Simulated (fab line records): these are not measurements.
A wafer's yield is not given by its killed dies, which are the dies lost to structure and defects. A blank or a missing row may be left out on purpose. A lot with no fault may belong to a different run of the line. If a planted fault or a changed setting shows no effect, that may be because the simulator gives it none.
Matching of chambers :: flow gf180mcu :: rieDiel-04 running GF_V3_ETCH_16: 4 sister chambers
The step etches BARC in N2/H2. 8 wafers are shown with their chamber, then 9 later ones without.

WAFERS, EACH WITH ITS CHAMBER
wafer: L079.2
chamber: 1
drypumpMotorCurrentA (A): 5.4
biasW (W): 100.33

wafer: L084.3
chamber: 1
drypumpMotorCurrentA (A): 5.4
biasW (W): 100.90

wafer: L086.3
chamber: 2
drypumpMotorCurrentA (A): 5.9
biasW (W): 100.33

wafer: L087.1
chamber: 3
drypumpMotorCurrentA (A): 6.1
biasW (W): 99.87

wafer: L087.5
chamber: 0
drypumpMotorCurrentA (A): 6.0
biasW (W): 99.74

wafer: L089.4
chamber: 0
drypumpMotorCurrentA (A): 6.0
biasW (W): 100.30

wafer: L089.5
chamber: 3
drypumpMotorCurrentA (A): 6.1
biasW (W): 99.72

wafer: L089.6
chamber: 2
drypumpMotorCurrentA (A): 6.0
biasW (W): 100.47

WAFERS WITH NO CHAMBER GIVEN
wafer: L092.1
drypumpMotorCurrentA (A): 6.0
biasW (W): 100.24

wafer: L092.2
drypumpMotorCurrentA (A): 6.0
biasW (W): 100.00

wafer: L092.6
drypumpMotorCurrentA (A): 5.9
biasW (W): 99.90

wafer: L094.2
drypumpMotorCurrentA (A): 5.9
biasW (W): 100.14

wafer: L094.5
drypumpMotorCurrentA (A): 6.0
biasW (W): 100.09

wafer: L094.6
drypumpMotorCurrentA (A): 5.4
biasW (W): 99.87

wafer: L096.1
drypumpMotorCurrentA (A): 5.4
biasW (W): 100.31

wafer: L096.2
drypumpMotorCurrentA (A): 6.0
biasW (W): 99.70

wafer: L096.6
drypumpMotorCurrentA (A): 6.0
biasW (W): 99.85

WHICH CHAMBER EACH WENT THROUGH
wafer: L092.1
from the rows above: can't be placed: 0 or 2
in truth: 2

wafer: L092.2
from the rows above: can't be placed: 0 or 2
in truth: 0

wafer: L092.6
from the rows above: can't be placed: 2 or 0
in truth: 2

wafer: L094.2
from the rows above: can't be placed: 2 or 0
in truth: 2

wafer: L094.5
from the rows above: can't be placed: 0 or 2
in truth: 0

wafer: L094.6
from the rows above: 1
in truth: 1

wafer: L096.1
from the rows above: 1
in truth: 1

wafer: L096.2
from the rows above: can't be placed: 0 or 2 or 3
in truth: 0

wafer: L096.6
from the rows above: can't be placed: 0 or 2
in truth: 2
Placed correctly: 2 of 9. These rows do not allow placing 7 (true chamber among the candidates in 7). Wrongly placed: 0.
How it was worked out, from the rows above alone: a wafer's distance from a chamber is the root of the sum, over the readings, of the square of ((its reading less the chamber's mean) divided by the reading's scatter). The wafer belongs to the nearest chamber; if the next one is less than 2 further off, it can't be placed. For every chamber, the mean is computed from those of its wafers that are shown. The scatter is the square root of a quotient: the sum, over the shown wafers, of each reading's squared deviation from its chamber's mean, divided by wafers minus chambers.
